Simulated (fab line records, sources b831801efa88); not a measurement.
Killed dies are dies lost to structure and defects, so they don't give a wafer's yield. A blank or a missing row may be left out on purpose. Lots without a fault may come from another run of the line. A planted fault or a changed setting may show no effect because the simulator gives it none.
Problem report in the 8D (eight disciplines) form, filled by code | flow sky130 | the parts of the form that need people (team, actions taken, sign-off) are left out

1. THE PROBLEM
strip_time_to_endpoint_s at SKY_METAL3_STRIP_19 reads a mean of 7.61 s on 1 wafer of 1 lot; wafers without a fault read 6.52 s with a standard deviation of 0.085. That is +13 standard deviations from the usual mean.
The step: strips in O2/N2.
First seen on wafer L420.5, day 43 14:49, on plasma_asher-02. The record holds 35 wafers of 12 lots with a number at this step. Rule for "out", or "out of limits": more than 4 standard deviations from the usual mean. The other wafers with a number count as sound.

2. WHAT IT IS AND WHAT IT IS NOT
question                    | is                                       | is not
which readings at this step | strip_time_to_endpoint_s, oes_product_au | drypump_motor_current_A
which lots                  | L420                                     | L405, L406, L407, L408, L409, L410, L413, L414, L415, L416, L426
which wafers of those lots  | L420.5                                   | L420.3
read on which tools         | plasma_asher-02                          | plasma_asher-03, plasma_asher-04
when                        | from day 43 14:49                        | up to then (31 sound wafers); but 3 sound wafers of L426 came after

3. SUSPECTS, AND WHAT RULES EACH OUT
Counting: a tool at a process step up to the reading stays a suspect if it ran every lot that is out. Sound lots after the first of them don't rule it out here, since some wafers of a struck lot are sound.
- rie_metal-01 at SKY_METAL1_METAL_ETCH_19 (etches the open film in Cl2/BCl3, stops on SiO2, target depth 360 nm, time 78 s): kept. It ran the lot that is out, L420 (day 38 06:25); its last sound lot up to then is L415 (day 36 21:08).
- litho_track-03 at SKY_METAL3_COAT_08 (resist thk 1140 nm): kept. It ran the lot that is out, L420 (day 43 03:00); its last sound lot up to then is L416 (day 41 20:00).
- plasma_asher-02 at SKY_METAL3_STRIP_19 (strips in O2/N2): kept. It ran the lot that is out, L420 (day 43 14:49); its last sound lot up to then is L416 (day 42 09:36). Its own readings are out on those wafers: oes_product_au, strip_time_to_endpoint_s.
- Within rie_metal-01 at SKY_METAL1_METAL_ETCH_19: the wafers that are out ran in chamber 0; their sound lot-mates ran in chamber 1.
Left after counting: rie_metal-01 at SKY_METAL1_METAL_ETCH_19, litho_track-03 at SKY_METAL3_COAT_08, plasma_asher-02 at SKY_METAL3_STRIP_19.

4. THE CAUSE (what the simulator had put in)
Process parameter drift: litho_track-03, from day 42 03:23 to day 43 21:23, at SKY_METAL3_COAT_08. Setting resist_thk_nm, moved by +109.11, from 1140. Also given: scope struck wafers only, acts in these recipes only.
Counting left 3 suspects, and this tool is among them.

5. THE CHAIN OF EFFECTS, in route order
Each row: a reading whose mean over the struck wafers that have a number lies more than 3 standard deviations from the usual. Only readings for which the record gives a usual standard deviation are gone through. hours: the time from each lot's start at the first step in this table that gives one to its start at this step, as a median over the lots. sigmas: the change in usual standard deviations.
hours | step                | reading                  | usual      | on struck wafers | change | sigmas
0     | SKY_METAL3_STRIP_19 | oes_product_au           | 0.502 a.u. | 0.537            | +0.035 | +6.3
0     | SKY_METAL3_STRIP_19 | strip_time_to_endpoint_s | 6.52 s     | 7.61             | +1.09  | +13
The process steps in it:
- SKY_METAL3_STRIP_19: strips in O2/N2.

6. WHAT WOULD HAVE CAUGHT IT SOONER
In this record the first reading out of limits was taken at day 43 14:49, 35 hours after the fault began at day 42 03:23.
All the lots that are out (1) had begun SKY_METAL3_COAT_08 on litho_track-03 by day 43 14:49. A hold on the tool at that time would have spared none of them.
